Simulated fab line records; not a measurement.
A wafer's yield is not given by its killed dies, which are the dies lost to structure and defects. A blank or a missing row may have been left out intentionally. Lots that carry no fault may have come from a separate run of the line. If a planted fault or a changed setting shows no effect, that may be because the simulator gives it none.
fab line records	flow sfqLine
[record] lots = 5	wafers = 23
route steps=325 shown C5@247 M6@258 I6@270 I7@300 M8@319
startH: hours from the record's opening day to when the first of the lot's shown wafers began	waitH: time in hours since the lot's previous step	" as in the row above	L1.1+2: one row covering several wafers at once	- no value present, or no start provided	* or withheld: withheld	< > ~ a bound
route shown NAME@n: a module of which the file shows steps, and the number in the route of the first	usual: average and standard deviation across the fault-free wafers	same: alike in all rows	chamber/n: place in a boat	sites: each site's reading	_std_site: standard deviation of those values	_edge_site: mean of outer sites minus mean of inner sites	radiusMm: how far each site lies from the wafer's centre	mask NAME#n: copy n	behind: the most recent tool/chamber to have shaped the wafer	hold: what put the lot on hold/how long, in hours/how the hold closed	device: the transistor (n, p or np) that didn't switch	end of line: the route-end tests of the same wafers	a step given without rows: its recipe and nothing more	killed: the dies lost at the first sort to structure and to defects; this is not the yield of the wafer	map: per-die view of a wafer (x killed, . not killed, _ where there is no die)
set.NAME: the setting that was run; set.NAME@STEP: the one run at that earlier step	model.NAME: the simulator's own value behind a step, which no gauge read
one table per step and one row per wafer, for lots whose settings were changed on purpose
[[steps]]
[step SFQ_TRILAYER_C5_BARC_OPEN_VIA_ETCH_210]
[recipe] maskMaterial = PR	chemistry = O2	targetDepthNm = 125	target = BARC	sourceW = 500	biasW = 80	pressureMtorr = 30	timeS = 41.7
lot.wafer	tool	chamber	startH	waitH	set.timeS
L074.1+2+6	rieDiel-03	1,3,3	1342.75	0.0	41.7
L075.1+2	rieDiel-03	3,1	1353.55	0.0	41.7
L075.3+5+6	"	2,1,2	"	"	46.02
L077.1+2+4+5+6	rieDiel-01	0,3,2,2,3	1366.75	0.0	41.7
L078.1+2+3+4+5	rieDiel-03	2,3,1,0,2	1369.15	0.0	41.7
L080.1+2+4+5+6	rieDiel-02	3,2,1,2,1	1409.95	0.0	41.7
[step SFQ_TRILAYER_C5_ETCH_VIA_ETCH_154]
[recipe] target = SiO2	maskMaterial = PR	chemistry = CHF3	targetDepthNm = 84	sourceW = 500	biasW = 80	pressureMtorr = 30	timeS = withheld	stopOn = Nb
[usual] oesProductAu = 0.895/0.0094
lot.wafer	tool	chamber	startH	waitH	set.timeS@TRILAYER_A5C_DEP_PECVD_142	oesProductAu	model.C5.featureDepthNm
L074.1	rieDiel-03	1	1342.79	0.0	*	0.911	71.95
L074.2	"	3	"	"	*	0.887	69.72
L074.6	"	3	"	"	*	0.908	72.56
L075.1	rieDiel-03	3	1353.59	0.0	*	0.894	69.02
L075.2	"	1	"	"	*	0.932	75.29
L075.3	"	2	"	"	*	0.887	69.47
L075.5	"	1	"	"	*	0.897	69.93
L075.6	"	2	"	"	*	0.954	78.2
L077.1	rieDiel-01	0	1366.79	0.0	*	0.830	61.64
L077.2	"	3	"	"	*	0.876	67.52
L077.4	"	2	"	"	*	0.885	69.27
L077.5	"	2	"	"	*	0.836	62.39
L077.6	"	3	"	"	*	0.899	70.71
L078.1	rieDiel-03	2	1369.19	0.0	*	0.899	69.03
L078.2	"	3	"	"	*	0.901	71.09
L078.3	"	1	"	"	*	0.908	71.18
L078.4	"	0	"	"	*	0.913	73.57
L078.5	"	2	"	"	*	0.921	74.78
L080.1	rieDiel-02	3	1409.99	0.0	*	0.882	68.67
L080.2	"	2	"	"	*	0.883	69.5
L080.4	"	1	"	"	*	0.970	79.74
L080.5	"	2	"	"	*	0.954	77.22
L080.6	"	1	"	"	*	0.881	68.67
[step SFQ_TRILAYER_M6_LITHO_EXPOSE_160]
[recipe] maskId = M6	na = 0.6	sourceShape = conventional	sigmaOuter = 0.65	targetCdNm = 500	doseMj = 14.4
lot.wafer	tool	chamber	startH	waitH	mask	set.doseMj
L074.1+2+6	krfScanner-02	0	1412.31	-	M6#0	14.4
L075.1+5+6	krfScanner-02	0	1428.33	-	M6#0	14.4
L075.2+3	"	0	"	"	M6#0	13.79
L077.1+2+4+5+6	krfScanner-02	0	1441.53	-	M6#0	14.4
L078.1+3+4	krfScanner-02	0	1443.93	-	M6#0	15.4
L078.2+5	"	0	"	"	M6#0	14.4
L080.1+2+4+5+6	krfScanner-02	0	1487.88	-	M6#0	14.4
[step SFQ_TRILAYER_M6_LITHO_PEB_162]
[recipe] pebTempC = 115	pebTimeS = 60	resist = KrF
[step SFQ_TRILAYER_M6_LITHO_DEVELOP_161]
[recipe] timeS = 60	resist = KrF
[step SFQ_TRILAYER_M6_BARC_OPEN_METAL_ETCH_206]
[recipe] maskMaterial = PR	chemistry = O2	targetDepthNm = 125	target = BARC	icpW = 600	biasW = 80	pressureMtorr = 10	timeS = 41.7
lot.wafer	tool	chamber	startH	waitH	set.doseMj@TRILAYER_M6_LITHO_EXPOSE_160	model.M6.cdNm
L074.1	rieMetal-03	0	1413.84	0.0	14.4	500.8
L074.2	"	1	"	"	14.4	499.3
L074.6	"	1	"	"	14.4	499.6
L075.1	rieMetal-01	1	1429.86	0.0	14.4	499.4
L075.2	"	0	"	"	13.79	505.6
L075.3	"	0	"	"	13.79	506.2
L075.5	"	1	"	"	14.4	499.8
L075.6	"	0	"	"	14.4	498.4
L077.1	rieMetal-04	0	1443.06	0.0	14.4	501.8
L077.2	"	1	"	"	14.4	499.7
L077.4	"	1	"	"	14.4	500.2
L077.5	"	1	"	"	14.4	500.9
L077.6	"	0	"	"	14.4	501.9
L078.1	rieMetal-04	0	1445.46	0.0	15.4	489.1
L078.2	"	1	"	"	14.4	498.5
L078.3	"	1	"	"	15.4	488.4
L078.4	"	0	"	"	15.4	489.6
L078.5	"	0	"	"	14.4	500.4
L080.1	rieMetal-01	1	1489.41	0.0	14.4	499.1
L080.2+6	"	0	"	"	14.4	499.3
L080.4	"	0	"	"	14.4	499.8
L080.5	"	1	"	"	14.4	499
[step SFQ_TRILAYER_I6_VIA_LITHO_COAT_174]
[recipe] resist = BARC	spinRpm = 3000	resistThkNm = 62
lot.wafer	tool	chamber	startH	waitH	set.spinRpm	model.BARC_of_TRILAYER_I6_VIA_LITHO_COAT_174.thkNm
L074.1	lithoTrack-02	0	1420.07	1.0	3000	62.05
L074.2	"	0	"	"	3000	62.07
L074.6	"	0	"	"	3000	61.89
L075.1	lithoTrack-01	0	1450.79	1.0	3000	61.68
L075.2	"	0	"	"	3000	61.56
L075.3	"	0	"	"	3000	61.67
L075.5	"	0	"	"	3000	61.89
L075.6	"	0	"	"	3000	61.82
L077.1	lithoTrack-04	0	1463.81	1.0	3117	60.56
L077.2	"	0	"	"	3117	60.62
L077.4	"	0	"	"	3000	61.81
L077.5	"	0	"	"	3000	62.01
L077.6	"	0	"	"	3000	61.53
L078.1	lithoTrack-01	0	1465.22	1.0	3000	61.95
L078.2	"	0	"	"	3000	61.96
L078.3	"	0	"	"	3000	61.92
L078.4+5	"	0	"	"	3000	61.97
L080.1	lithoTrack-04	0	1505.18	1.0	3000	62.41
L080.2	"	0	"	"	3179	60.49
L080.4	"	0	"	"	3179	60.59
L080.5	"	0	"	"	3000	62.25
L080.6	"	0	"	"	3000	62.22
[step SFQ_TRILAYER_I6_VIA_LITHO_PEB_172]
[recipe] pebTempC = 115	pebTimeS = 60	resist = KrF
lot.wafer	tool	chamber	startH	waitH	set.pebTempC
L074.1+2+6	lithoTrack-01	0	1478.02	1.0	115
L075.1+6	lithoTrack-04	0	1497.22	1.0	113.1
L075.2+3+5	"	0	"	"	115
L077.1+5+6	lithoTrack-04	0	1512.27	1.0	117.3
L077.2+4	"	0	"	"	115
L078.1+2+3	lithoTrack-04	0	1513.47	1.0	112.8
L078.4+5	"	0	"	"	115
L080.1+2+5	lithoTrack-01	0	1561.00	1.0	115
L080.4+6	"	0	"	"	112.1
[step SFQ_TRILAYER_I6_VIA_LITHO_DEVELOP_171]
[recipe] timeS = 60	resist = KrF
[step SFQ_TRILAYER_I6_VIA_BARC_OPEN_VIA_ETCH_235]
[recipe] maskMaterial = PR	chemistry = O2	targetDepthNm = 125	target = BARC	sourceW = 500	biasW = 80	pressureMtorr = 30	timeS = 41.7
lot.wafer	tool	chamber	startH	waitH	set.pebTempC@TRILAYER_I6_VIA_LITHO_PEB_172	model.I6.cdNm
L074.1	rieDiel-04	1	1478.35	0.0	115	700.3
L074.2	"	2	"	"	115	700.5
L074.6	"	0	"	"	115	698.8
L075.1+6	rieDiel-04	0,1	1497.55	0.0	113.1	663.3
L075.2	"	3	"	"	115	698.3
L075.3	"	2	"	"	115	699.5
L075.5	"	2	"	"	115	700.6
L077.1	rieDiel-03	1	1512.60	0.0	117.3	738.2
L077.2	"	0	"	"	115	700.3
L077.4	"	3	"	"	115	700.4
L077.5	"	2	"	"	117.3	739
L077.6	"	1	"	"	117.3	739.1
L078.1	rieDiel-04	1	1513.80	0.0	112.8	656.7
L078.2	"	0	"	"	112.8	655.7
L078.3	"	3	"	"	112.8	656
L078.4	"	2	"	"	115	700.5
L078.5	"	1	"	"	115	700.3
L080.1	rieDiel-03	1	1561.34	0.0	115	700.8
L080.2	"	3	"	"	115	701.3
L080.4	"	0	"	"	112.1	641.9
L080.5	"	0	"	"	115	700.1
L080.6	"	3	"	"	112.1	640.9
[step SFQ_TRILAYER_I7_VIA_LITHO_COAT_192]
[recipe] resist = BARC	spinRpm = 3000	resistThkNm = 62
lot.wafer	tool	chamber	startH	waitH	set.spinRpm	model.BARC_of_TRILAYER_I7_VIA_LITHO_COAT_192.thkNm
L074.1	lithoTrack-03	0	1558.49	1.0	3000	62.02
L074.2	"	0	"	"	3000	62.08
L074.6	"	0	"	"	3000	62.01
L075.1+3	lithoTrack-04	0	1578.15	1.0	3000	61.85
L075.2	"	0	"	"	2818	63.8
L075.5	"	0	"	"	2818	63.83
L075.6	"	0	"	"	2818	63.64
L077.1	lithoTrack-01	0	1588.27	1.0	3000	61.61
L077.2	"	0	"	"	2830	63.55
L077.4	"	0	"	"	3000	61.79
L077.5	"	0	"	"	2830	63.57
L077.6	"	0	"	"	3000	61.78
L078.1	lithoTrack-04	0	1589.47	1.0	2926	62.41
L078.2	"	0	"	"	3000	61.69
L078.3	"	0	"	"	3000	61.57
L078.4	"	0	"	"	2926	62.5
L078.5	"	0	"	"	3000	61.76
L080.1	lithoTrack-04	0	1622.61	1.0	3000	61.63
L080.2	"	0	"	"	3000	61.86
L080.4	"	0	"	"	3000	61.93
L080.5	"	0	"	"	3000	61.7
L080.6	"	0	"	"	3000	61.58
[step SFQ_TRILAYER_I7_VIA_BARC_OPEN_VIA_ETCH_260]
[recipe] maskMaterial = PR	chemistry = O2	targetDepthNm = 125	target = BARC	sourceW = 500	biasW = 80	pressureMtorr = 30	timeS = 41.7
[usual] oesProductAu = 0.684/0.0043
lot.wafer	tool	chamber	startH	waitH	set.timeS	oesProductAu	model.KrF_of_TRILAYER_I7_VIA_LITHO_COAT_187.thkNm
L074.1	rieDiel-01	1	1639.44	0.0	41.7	0.687	569.7
L074.2	"	0	"	"	41.7	0.687	567.6
L074.6	"	2	"	"	41.7	0.688	569.6
L075.1	rieDiel-01	2	1656.06	0.0	41.7	0.690	572.2
L075.2	"	1	"	"	41.7	0.690	568.1
L075.3	"	0	"	"	41.7	0.690	569.9
L075.5	"	0	"	"	35.79	0.748	576.8
L075.6	"	1	"	"	35.79	0.743	578.1
L077.1	rieDiel-01	0	1665.66	0.0	36.15	0.731	578.5
L077.2	"	2	"	"	41.7	0.691	575.1
L077.4	"	3	"	"	41.7	0.684	574
L077.5	"	0	"	"	41.7	0.689	575
L077.6	"	1	"	"	36.15	0.729	581
L078.1	rieDiel-04	0	1666.86	0.0	41.7	0.691	572.8
L078.2	"	3	"	"	41.7	0.683	572.9
L078.3	"	1	"	"	41.7	0.683	574.3
L078.4	"	2	"	"	41.7	0.694	573.6
L078.5	"	1	"	"	41.7	0.684	574.7
L080.1	rieDiel-01	2	1696.31	0.0	41.7	0.688	569.1
L080.2	"	0	"	"	41.7	0.682	568.7
L080.4	"	3	"	"	41.7	0.687	569.4
L080.5	"	3	"	"	41.7	0.680	569.2
L080.6	"	2	"	"	41.7	0.681	572.7
[step SFQ_TRILAYER_M8_DEP_EVAP_197]
[recipe] material = Ti	angularSpreadDeg = 1	targetThkNm = 20	timeS = 100	powerW = 2000
lot.wafer	tool	chamber	startH	waitH	set.timeS	model.Ti_of_TRILAYER_M8_DEP_EVAP_197.thkNm
L074.1	pvdSputter-02	-	1678.03	0.0	100	20.23
L074.2	"	-	"	"	100	20.3
L074.6	"	-	"	"	100	20.16
L075.1	pvdSputter-01	-	1699.21	0.0	100	20.01
L075.2	"	-	"	"	94.12	18.84
L075.3	"	-	"	"	100	20.36
L075.5	"	-	"	"	94.12	19.04
L075.6	"	-	"	"	100	20.23
L077.1	pvdSputter-01	-	1708.81	0.0	94.77	19.34
L077.2	"	-	"	"	94.77	19.04
L077.4	"	-	"	"	100	19.97
L077.5	"	-	"	"	100	20.3
L077.6	"	-	"	"	100	20.46
L078.1	pvdSputter-02	-	1710.01	0.0	100	19.98
L078.2	"	-	"	"	100	20.32
L078.3	"	-	"	"	100	20.27
L078.4	"	-	"	"	100	20.08
L078.5	"	-	"	"	100	19.99
L080.1	pvdSputter-01	-	1737.84	0.0	86.58	16.73
L080.2	"	-	"	"	86.58	16.9
L080.4	"	-	"	"	100	19.77
L080.5	"	-	"	"	100	19.74
L080.6	"	-	"	"	86.58	16.97
[step SFQ_TRILAYER_M8_DEP_EVAP_198]
[recipe] material = Pt	angularSpreadDeg = 1	targetThkNm = 50	timeS = 250	powerW = 2000
lot.wafer	tool	chamber	startH	waitH	set.timeS	model.Pt_of_TRILAYER_M8_DEP_EVAP_198.thkNm
L074.1	pvdSputter-02	-	1678.10	0.0	250	49.4
L074.2	"	-	"	"	250	50.25
L074.6	"	-	"	"	250	49.88
L075.1	pvdSputter-01	-	1699.28	0.0	231.3	46.21
L075.2	"	-	"	"	231.3	46.92
L075.3	"	-	"	"	250	50.53
L075.5	"	-	"	"	250	50.49
L075.6	"	-	"	"	250	50.35
L077.1	pvdSputter-01	-	1708.88	0.0	250	50.79
L077.2	"	-	"	"	270.7	54.65
L077.4	"	-	"	"	250	49.86
L077.5	"	-	"	"	270.7	55.04
L077.6	"	-	"	"	270.7	54.7
L078.1	pvdSputter-02	-	1710.08	0.0	250	49.99
L078.2	"	-	"	"	250	50.71
L078.3	"	-	"	"	250	50.37
L078.4	"	-	"	"	250	50.43
L078.5	"	-	"	"	250	50.16
L080.1	pvdSputter-01	-	1737.91	0.0	250	50.06
L080.2	"	-	"	"	286.6	57.78
L080.4	"	-	"	"	250	50.61
L080.5	"	-	"	"	286.6	57.82
L080.6	"	-	"	"	286.6	57.71
[[key]]
[split] step = SFQ_TRILAYER_C5_BARC_OPEN_VIA_ETCH_210	setting = timeS	stated = 41.7	by = wafer
response none clear
[split] step = SFQ_TRILAYER_M6_LITHO_EXPOSE_160	setting = doseMj	stated = 14.4	by = wafer
[response] step = SFQ_TRILAYER_M6_BARC_OPEN_METAL_ETCH_206	reading = model.M6.cdNm	change = -1.53	per = 1%	r = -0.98
[split] step = SFQ_TRILAYER_I6_VIA_LITHO_COAT_174	setting = spinRpm	stated = 3000	by = wafer
[response] step = SFQ_TRILAYER_I6_VIA_LITHO_COAT_174	reading = model.BARC_of_TRILAYER_I6_VIA_LITHO_COAT_174.thkNm	change = -0.298	per = 1%	r = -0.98
[split] step = SFQ_TRILAYER_I6_VIA_LITHO_PEB_172	setting = pebTempC	stated = 115	by = wafer
[response] step = SFQ_TRILAYER_I6_VIA_BARC_OPEN_VIA_ETCH_235	reading = model.I6.cdNm	change = +22.1	per = 1%	r = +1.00
[split] step = SFQ_TRILAYER_I7_VIA_LITHO_COAT_192	setting = spinRpm	stated = 3000	by = wafer
[response] step = SFQ_TRILAYER_I7_VIA_LITHO_COAT_192	reading = model.BARC_of_TRILAYER_I7_VIA_LITHO_COAT_192.thkNm	change = -0.318	per = 1%	r = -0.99
[split] step = SFQ_TRILAYER_I7_VIA_BARC_OPEN_VIA_ETCH_260	setting = timeS	stated = 41.7	by = wafer
[response] step = SFQ_TRILAYER_I7_VIA_BARC_OPEN_VIA_ETCH_260	reading = oesProductAu	change = -0.00357	per = 1%	r = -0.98
[response] step = SFQ_TRILAYER_I7_VIA_BARC_OPEN_VIA_ETCH_260	reading = model.KrF_of_TRILAYER_I7_VIA_LITHO_COAT_187.thkNm	change = -0.455	per = 1%	r = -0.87
[split] step = SFQ_TRILAYER_M8_DEP_EVAP_197	setting = timeS	stated = 100	by = wafer
[response] step = SFQ_TRILAYER_M8_DEP_EVAP_197	reading = model.Ti_of_TRILAYER_M8_DEP_EVAP_197.thkNm	change = +0.214	per = 1%	r = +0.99
[split] step = SFQ_TRILAYER_M8_DEP_EVAP_198	setting = timeS	stated = 250	by = wafer
[response] step = SFQ_TRILAYER_M8_DEP_EVAP_198	reading = model.Pt_of_TRILAYER_M8_DEP_EVAP_198.thkNm	change = +0.516	per = 1%	r = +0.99
split outsideThisFile step=SFQ_TRILAYER_A5C_DEP_PECVD_142 setting=timeS
// split outsideThisFile: this setting was split too, and the file shows its column; the key of that split is in another file
